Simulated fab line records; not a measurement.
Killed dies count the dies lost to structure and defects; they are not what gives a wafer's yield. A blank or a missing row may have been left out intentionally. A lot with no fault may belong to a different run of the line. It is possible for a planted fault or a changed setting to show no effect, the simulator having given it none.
fab line records + flow gf180mcu
[record]
- lots = 13
- wafers = 39
- lastDay = 34
route steps=602 shown HV_LDD@197 SALICIDE@281 CONTACT@302 M1@315
lots untouched by any fault: they come from a run of this same line in which no faults occurred
startH: the number of hours between the record's first day and the start of the first shown wafer of the lot + waitH: time in hours since the lot's previous step + " unchanged from the row above + L1.1+2: one row covering several wafers at once + - either no value or no given start + * or withheld: withheld + < > ~ a bound
route shown NAME@n: names a module that has steps shown in the file, with the first one's number in the route + usual: mean/standard deviation of fault-free wafers + same: alike in all rows + chamber/n: place in a boat + sites: the reading at each site + _std_site: their standard deviation + _edge_site: inner sites' mean taken away from outer sites' mean + radiusMm: for every site, how far away it sits from the centre of the wafer + mask NAME#n: copy n + behind: the last tool/chamber to shape the wafer + hold: reason for holding the lot/hours on hold/outcome of the hold + device: whichever transistor did not switch (one of n, p or np) + end of line: at the end of the route, the tests of the same wafers + where a step has no rows: the recipe by itself + killed: not the wafer's yield, but the dies lost to structure and defects at the first sort + map: per-die view of a wafer (x killed, . not killed, _ where there is no die)
set.NAME: the setting that was run; set.NAME@STEP: the one run at that earlier step + model.NAME: the simulator's own value behind a step, which no gauge read
a sample of lots followed through the steps of the route, with each step as a table and each wafer as a row
services: when a tool's chamber went out of use (startH, in hours from the record's first day, below 0 if earlier), for how many hours, and the reason
[[steps]]
[step GF_HV_LDD_IMPLANT_21]
[recipe]
- species = BF2
- energyKev = 25
- doseCm2 = 5e+13
- tiltDeg = 7
[usual]
- beamOnS = 9.97/0.19
- doseIonsCm2 = 4.998e+13/5.9e+10
- faradayCurrentUA = 283/5.3
- tiltDeg = 6.997/0.02
| lot.wafer | tool         | chamber | startH | waitH | beamOnS | doseIonsCm2 | faradayCurrentUA | tiltDeg |
|-----------|--------------|---------|--------|-------|---------|-------------|------------------|---------|
| L522.1    | implanter-03 | 0       | 247.63 | 0.0   | 9.67    | 4.992e+13   | 292              | 6.997   |
| L522.2    | "            | 0       | "      | "     | 10.34   | 4.978e+13   | 273              | 7.015   |
| L522.5    | "            | 0       | "      | "     | 10.04   | 4.988e+13   | 282              | 6.996   |
| L523.2    | implanter-01 | 0       | 258.76 | 0.0   | 10.25   | 5.007e+13   | 274              | 7.029   |
| L523.5    | "            | 0       | "      | "     | 9.98    | 4.992e+13   | 281              | 7.047   |
| L523.6    | "            | 0       | "      | "     | 10.28   | 4.987e+13   | 275              | 7.056   |
| L524.2    | implanter-04 | 0       | 263.58 | 0.0   | 10.10   | 4.993e+13   | 280              | 6.998   |
| L524.3    | "            | 0       | "      | "     | 9.75    | 5.003e+13   | 289              | 7.028   |
| L524.5    | "            | 0       | "      | "     | 9.83    | 5.003e+13   | 286              | 7.036   |
| L525.1    | implanter-01 | 0       | 267.95 | 0.0   | 10.19   | 4.998e+13   | 276              | 7.020   |
| L525.4    | "            | 0       | "      | "     | 10.03   | 4.998e+13   | 282              | 6.995   |
| L525.6    | "            | 0       | "      | "     | 10.25   | 4.999e+13   | 276              | 6.984   |
| L526.3    | implanter-01 | 0       | 270.28 | 0.1   | 9.75    | 5.006e+13   | 289              | 7.007   |
| L526.4    | "            | 0       | "      | "     | 9.92    | 5e+13       | 285              | 7.009   |
| L526.5    | "            | 0       | "      | "     | 10.15   | 4.993e+13   | 276              | 6.967   |
| L527.1    | implanter-04 | 0       | 279.88 | 0.0   | 10.10   | 4.997e+13   | 278              | 6.979   |
| L527.5    | "            | 0       | "      | "     | 9.46    | 5.004e+13   | 296              | 6.978   |
| L527.6    | "            | 0       | "      | "     | 9.95    | 4.997e+13   | 284              | 7.016   |
| L530.1    | implanter-03 | 0       | 314.58 | 0.0   | 10.08   | 4.99e+13    | 280              | 6.998   |
| L530.2    | "            | 0       | "      | "     | 9.96    | 4.985e+13   | 283              | 6.976   |
| L530.3    | "            | 0       | "      | "     | 9.82    | 4.997e+13   | 287              | 7.005   |
| L531.2    | implanter-04 | 0       | 316.00 | 0.0   | 9.71    | 4.997e+13   | 290              | 7.001   |
| L531.3    | "            | 0       | "      | "     | 9.76    | 5e+13       | 290              | 6.979   |
| L531.4    | "            | 0       | "      | "     | 9.73    | 4.994e+13   | 288              | 7.005   |
| L535.3    | implanter-01 | 0       | 344.33 | 0.1   | 10.05   | 4.994e+13   | 281              | 6.995   |
| L535.4    | "            | 0       | "      | "     | 10.07   | 4.998e+13   | 281              | 6.983   |
| L535.5    | "            | 0       | "      | "     | 10.27   | 4.992e+13   | 275              | 6.983   |
| L539.1    | implanter-01 | 0       | 369.63 | 0.0   | 8.37    | 4.997e+13   | 336              | 7.005   |
| L539.2    | "            | 0       | "      | "     | 8.16    | 4.996e+13   | 344              | 6.974   |
| L539.5    | "            | 0       | "      | "     | 8.58    | 4.987e+13   | 329              | 7.008   |
| L541.1    | implanter-01 | 0       | 387.63 | 0.0   | 8.20    | 5.003e+13   | 344              | 7.036   |
| L541.2    | "            | 0       | "      | "     | 8.26    | 4.995e+13   | 342              | 7.023   |
| L541.4    | "            | 0       | "      | "     | 8.22    | 4.985e+13   | 341              | 7.010   |
| L542.1    | implanter-03 | 0       | 395.48 | 0.0   | 9.78    | 4.996e+13   | 288              | 6.989   |
| L542.2    | "            | 0       | "      | "     | 9.81    | 5e+13       | 286              | 6.997   |
| L542.4    | "            | 0       | "      | "     | 10.11   | 5.004e+13   | 279              | 7.025   |
| L544.1    | implanter-03 | 0       | 409.63 | 0.0   | 9.85    | 4.995e+13   | 287              | 6.963   |
| L544.2    | "            | 0       | "      | "     | 10.07   | 4.99e+13    | 280              | 6.977   |
| L544.5    | "            | 0       | "      | "     | 9.91    | 4.996e+13   | 285              | 6.953   |
[step GF_HV_LDD_TW_MEAS_23]
[usual]
- HV_LDD_2_TW = 1057/20
| lot.wafer | tool         | chamber | startH | waitH | HV_LDD_2_TW |
|-----------|--------------|---------|--------|-------|-------------|
| L522.1    | filmMetro-02 | -       | 247.88 | 0.1   | 1065        |
| L522.2    | "            | -       | "      | "     | 1063        |
| L522.5    | "            | -       | "      | "     | 1057        |
| L523.2    | filmMetro-04 | -       | 259.00 | 0.1   | 1080        |
| L523.5    | "            | -       | "      | "     | 1081        |
| L523.6    | "            | -       | "      | "     | 1080        |
| L524.2    | filmMetro-04 | -       | 263.81 | 0.1   | 1075        |
| L524.3    | "            | -       | "      | "     | 1076        |
| L524.5    | "            | -       | "      | "     | 1076        |
| L525.1    | filmMetro-04 | -       | 268.20 | 0.1   | 1079        |
| L525.4    | "            | -       | "      | "     | 1080        |
| L525.6    | "            | -       | "      | "     | 1077        |
| L526.3    | filmMetro-02 | -       | 270.50 | 0.1   | 1062        |
| L526.4    | "            | -       | "      | "     | 1063        |
| L526.5    | "            | -       | "      | "     | 1058        |
| L527.1    | filmMetro-02 | -       | 280.13 | 0.1   | 1061        |
| L527.5    | "            | -       | "      | "     | 1060        |
| L527.6    | "            | -       | "      | "     | 1063        |
| L530.1    | filmMetro-02 | -       | 314.83 | 0.1   | 1072        |
| L530.2    | "            | -       | "      | "     | 1070        |
| L530.3    | "            | -       | "      | "     | 1067        |
| L531.2    | filmMetro-01 | -       | 316.24 | 0.1   | 1024        |
| L531.3    | "            | -       | "      | "     | 1023        |
| L531.4    | "            | -       | "      | "     | 1027        |
| L535.3    | filmMetro-01 | -       | 344.55 | 0.1   | 1026        |
| L535.4    | "            | -       | "      | "     | 1021        |
| L535.5    | "            | -       | "      | "     | 1022        |
| L539.1    | filmMetro-01 | -       | 369.88 | 0.1   | 963         |
| L539.2    | "            | -       | "      | "     | 958         |
| L539.5    | "            | -       | "      | "     | 968         |
| L541.1    | filmMetro-01 | -       | 387.88 | 0.1   | 973         |
| L541.2    | "            | -       | "      | "     | 976         |
| L541.4    | "            | -       | "      | "     | 969         |
| L542.1    | filmMetro-01 | -       | 395.73 | 0.1   | 1025        |
| L542.2    | "            | -       | "      | "     | 1025        |
| L542.4    | "            | -       | "      | "     | 1031        |
| L544.1    | filmMetro-02 | -       | 409.88 | 0.1   | 1064        |
| L544.2    | "            | -       | "      | "     | 1065        |
| L544.5    | "            | -       | "      | "     | 1067        |
[step GF_SALICIDE_SPUTTER_03]
[recipe]
- material = TiN
- targetThkNm = 20
- powerW = 6500
- timeS = 16.7
- chamberPressurePa = 0.4
[usual]
- throttleValvePct = 30.5/0.78
| lot.wafer | tool          | chamber | startH | waitH | throttleValvePct |
|-----------|---------------|---------|--------|-------|------------------|
| L522.1    | pvdSputter-04 | -       | 353.83 | 0.0   | 31.3             |
| L522.2    | "             | -       | "      | "     | 30.9             |
| L522.5    | "             | -       | "      | "     | 30.7             |
| L523.2    | pvdSputter-03 | -       | 365.30 | 0.0   | 30.5             |
| L523.5    | "             | -       | "      | "     | 30.3             |
| L523.6    | "             | -       | "      | "     | 30.7             |
| L524.2    | pvdSputter-03 | -       | 372.45 | 0.0   | 31.9             |
| L524.3    | "             | -       | "      | "     | 30.3             |
| L524.5    | "             | -       | "      | "     | 30.1             |
| L525.1    | pvdSputter-03 | -       | 377.94 | 0.0   | 30.4             |
| L525.4    | "             | -       | "      | "     | 32.2             |
| L525.6    | "             | -       | "      | "     | 30.5             |
| L526.3    | pvdSputter-01 | -       | 379.76 | 0.0   | 30.1             |
| L526.4    | "             | -       | "      | "     | 29.4             |
| L526.5    | "             | -       | "      | "     | 30.3             |
| L527.1    | pvdSputter-01 | -       | 392.23 | 0.0   | 30.0             |
| L527.5    | "             | -       | "      | "     | 29.7             |
| L527.6    | "             | -       | "      | "     | 29.6             |
| L530.1    | pvdSputter-03 | -       | 431.33 | 0.0   | 30.7             |
| L530.2    | "             | -       | "      | "     | 30.7             |
| L530.3    | "             | -       | "      | "     | 30.3             |
| L531.2    | pvdSputter-04 | -       | 433.77 | 0.0   | 30.8             |
| L531.3    | "             | -       | "      | "     | 31.4             |
| L531.4    | "             | -       | "      | "     | 30.8             |
| L535.3    | pvdSputter-01 | -       | 466.18 | 0.0   | 29.5             |
| L535.4    | "             | -       | "      | "     | 29.4             |
| L535.5    | "             | -       | "      | "     | 29.8             |
| L539.1    | pvdSputter-04 | -       | 493.66 | 0.0   | 31.1             |
| L539.2    | "             | -       | "      | "     | 31.1             |
| L539.5    | "             | -       | "      | "     | 31.4             |
| L541.1    | pvdSputter-04 | -       | 512.37 | 0.0   | 31.2             |
| L541.2    | "             | -       | "      | "     | 30.9             |
| L541.4    | "             | -       | "      | "     | 30.7             |
| L542.1    | pvdSputter-01 | -       | 520.69 | 0.0   | 29.6             |
| L542.2    | "             | -       | "      | "     | 29.2             |
| L542.4    | "             | -       | "      | "     | 29.3             |
| L544.1    | pvdSputter-04 | -       | 535.41 | 0.0   | 31.3             |
| L544.2    | "             | -       | "      | "     | 31.4             |
| L544.5    | "             | -       | "      | "     | 31.1             |
[step GF_CONTACT_OVL_MEAS_15]
[usual]
- CONTACT_OVL = -2/5.2
| lot.wafer | tool       | chamber | startH | waitH | CONTACT_OVL[nm] |
|-----------|------------|---------|--------|-------|-----------------|
| L522.1    | overlay-02 | -       | 377.16 | 0.1   | -3              |
| L522.2    | "          | -       | "      | "     | 2               |
| L522.5    | "          | -       | "      | "     | 1               |
| L523.2    | overlay-02 | -       | 389.27 | 0.1   | -12             |
| L523.5    | "          | -       | "      | "     | -10             |
| L523.6    | "          | -       | "      | "     | 2               |
| L524.2    | overlay-01 | -       | 396.27 | 0.1   | -1              |
| L524.3    | "          | -       | "      | "     | 0               |
| L524.5    | "          | -       | "      | "     | -9              |
| L525.1    | overlay-01 | -       | 402.09 | 0.1   | 6               |
| L525.4    | "          | -       | "      | "     | 4               |
| L525.6    | "          | -       | "      | "     | 4               |
| L526.3    | overlay-01 | -       | 403.66 | 0.1   | -1              |
| L526.4    | "          | -       | "      | "     | -4              |
| L526.5    | "          | -       | "      | "     | -12             |
| L527.1    | overlay-02 | -       | 416.91 | 0.1   | -2              |
| L527.5    | "          | -       | "      | "     | 4               |
| L527.6    | "          | -       | "      | "     | 4               |
| L530.1    | overlay-02 | -       | 457.66 | 0.1   | 0               |
| L530.2    | "          | -       | "      | "     | -3              |
| L530.3    | "          | -       | "      | "     | -2              |
| L531.2    | overlay-02 | -       | 459.70 | 0.1   | -10             |
| L531.3    | "          | -       | "      | "     | -4              |
| L531.4    | "          | -       | "      | "     | -12             |
| L535.3    | overlay-01 | -       | 491.36 | 0.1   | 6               |
| L535.4    | "          | -       | "      | "     | 0               |
| L535.5    | "          | -       | "      | "     | 4               |
| L539.1    | overlay-01 | -       | 518.15 | 0.1   | -2              |
| L539.2    | "          | -       | "      | "     | -5              |
| L539.5    | "          | -       | "      | "     | -2              |
| L541.1    | overlay-01 | -       | 536.41 | 0.1   | -4              |
| L541.2    | "          | -       | "      | "     | -7              |
| L541.4    | "          | -       | "      | "     | -6              |
| L542.1    | overlay-02 | -       | 544.94 | 0.1   | -4              |
| L542.2    | "          | -       | "      | "     | 1               |
| L542.4    | "          | -       | "      | "     | -2              |
| L544.1    | overlay-02 | -       | 559.16 | 0.1   | -1              |
| L544.2    | "          | -       | "      | "     | -7              |
| L544.5    | "          | -       | "      | "     | -8              |
[step GF_M1_SPUTTER_00]
[recipe]
- material = Ti
- targetThkNm = 37.5
- arrivingIonEnergyEv = 80
- substrateTempC = 200
- chamberPressurePa = 2
- powerW = 4000
- timeS = 150
[usual]
- throttleValvePct = 30.3/0.74
| lot.wafer | tool          | chamber | startH | waitH | throttleValvePct |
|-----------|---------------|---------|--------|-------|------------------|
| L522.1    | pvdSputter-03 | -       | 378.35 | 0.2   | 30.4             |
| L522.2    | "             | -       | "      | "     | 30.6             |
| L522.5    | "             | -       | "      | "     | 32.1             |
| L523.2    | pvdSputter-03 | -       | 390.44 | 0.1   | 30.8             |
| L523.5    | "             | -       | "      | "     | 30.5             |
| L523.6    | "             | -       | "      | "     | 32.0             |
| L524.2    | pvdSputter-02 | -       | 397.45 | 0.1   | 30.9             |
| L524.3    | "             | -       | "      | "     | 29.6             |
| L524.5    | "             | -       | "      | "     | 29.5             |
| L525.1    | pvdSputter-03 | -       | 403.27 | 0.2   | 30.2             |
| L525.4    | "             | -       | "      | "     | 30.3             |
| L525.6    | "             | -       | "      | "     | 30.4             |
| L526.3    | pvdSputter-03 | -       | 405.12 | 0.2   | 30.5             |
| L526.4    | "             | -       | "      | "     | 30.5             |
| L526.5    | "             | -       | "      | "     | 30.6             |
| L527.1    | pvdSputter-01 | -       | 418.12 | 0.2   | 29.9             |
| L527.5    | "             | -       | "      | "     | 30.0             |
| L527.6    | "             | -       | "      | "     | 29.8             |
| L530.1    | pvdSputter-03 | -       | 458.85 | 0.2   | 32.2             |
| L530.2    | "             | -       | "      | "     | 30.6             |
| L530.3    | "             | -       | "      | "     | 30.1             |
| L531.2    | pvdSputter-01 | -       | 460.88 | 0.2   | 29.6             |
| L531.3    | "             | -       | "      | "     | 29.5             |
| L531.4    | "             | -       | "      | "     | 29.5             |
| L535.3    | pvdSputter-03 | -       | 493.07 | 0.1   | 30.1             |
| L535.4    | "             | -       | "      | "     | 30.4             |
| L535.5    | "             | -       | "      | "     | 30.3             |
| L539.1    | pvdSputter-03 | -       | 519.40 | 0.1   | 32.2             |
| L539.2    | "             | -       | "      | "     | 30.4             |
| L539.5    | "             | -       | "      | "     | 30.3             |
| L541.1    | pvdSputter-02 | -       | 537.77 | 0.2   | 30.3             |
| L541.2    | "             | -       | "      | "     | 31.0             |
| L541.4    | "             | -       | "      | "     | 31.0             |
| L542.1    | pvdSputter-01 | -       | 546.32 | 0.1   | 29.3             |
| L542.2    | "             | -       | "      | "     | 30.4             |
| L542.4    | "             | -       | "      | "     | 29.7             |
| L544.1    | pvdSputter-01 | -       | 560.43 | 0.1   | 30.2             |
| L544.2    | "             | -       | "      | "     | 29.6             |
| L544.5    | "             | -       | "      | "     | 29.5             |
[[services]]
| tool          | chamber | startH | hours | kind   |
|---------------|---------|--------|-------|--------|
| implanter-04  | -       | 236.02 | 1.6   | repair |
| pvdSputter-03 | -       | 245.79 | 5.3   | repair |
| pvdSputter-04 | -       | 247.28 | 46.3  | repair |
| pvdSputter-04 | -       | 260.81 | 5.1   | repair |
| implanter-03  | -       | 272.40 | 6.3   | pm     |
| pvdSputter-02 | -       | 290.24 | 3.3   | repair |
| implanter-03  | -       | 296.96 | 4.3   | pm     |
| implanter-01  | -       | 299.78 | 2.7   | pm     |
| pvdSputter-04 | -       | 317.86 | 5.9   | repair |
| pvdSputter-01 | -       | 378.25 | 1.2   | repair |
| implanter-04  | -       | 391.62 | 2.0   | repair |
| implanter-03  | -       | 418.82 | 5.2   | repair |
| implanter-01  | -       | 425.85 | 1.6   | repair |
| pvdSputter-03 | -       | 443.05 | 3.8   | repair |
| pvdSputter-03 | -       | 479.00 | 2.3   | repair |
| pvdSputter-01 | -       | 490.14 | 5.4   | repair |
| implanter-03  | -       | 502.35 | 5.6   | repair |
| pvdSputter-02 | -       | 509.83 | 4.9   | repair |
| implanter-04  | -       | 513.65 | 3.1   | pm     |
| implanter-01  | -       | 517.19 | 3.6   | repair |
| pvdSputter-03 | -       | 524.22 | 0.6   | repair |
| implanter-03  | -       | 526.86 | 1.9   | repair |
| implanter-04  | -       | 530.98 | 5.0   | repair |
| implanter-03  | -       | 542.90 | 1.2   | repair |
[[key]]
[firstSign]
- step = GF_HV_LDD_IMPLANT_21
- reading = faradayCurrentUA
- direction = up
- sigmas = 11
- usual = 283
- struck = 339
[effect]
- step = GF_HV_LDD_IMPLANT_21
- reading = beamOnS
- direction = down
- sigmas = 8.7
- usual = 9.97
- struck = 8.30
[effect]
- step = GF_HV_LDD_TW_MEAS_23
- reading = HV_LDD_2_TW
- direction = down
- sigmas = 4.4
- usual = 1057
- struck = 968
metAt GF_HV_LDD_IMPLANT_21
struckLots L539,L541
testerLeftOut L539,L541
notActingAt GF_SALICIDE_SPUTTER_03,GF_CONTACT_OVL_MEAS_15,GF_M1_SPUTTER_00
onsetBetween 344.33 369.63
[fault]
- kind = processParameterDrift
- tool = implanter-01
- chamber = -
- onsetH = 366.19
- steps = GF_HV_LDD_IMPLANT_21
- channel = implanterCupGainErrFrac
- offset = 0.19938
- shape = step
- endH = 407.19
// testerLeftOut: of these lots the tester's yield and bins aren't shown, on N5 and GAA mostly nor the transistor test; their killed dies are dies lost to structure and defects alone, not to doping, threshold or leakage, so they don't give the yield
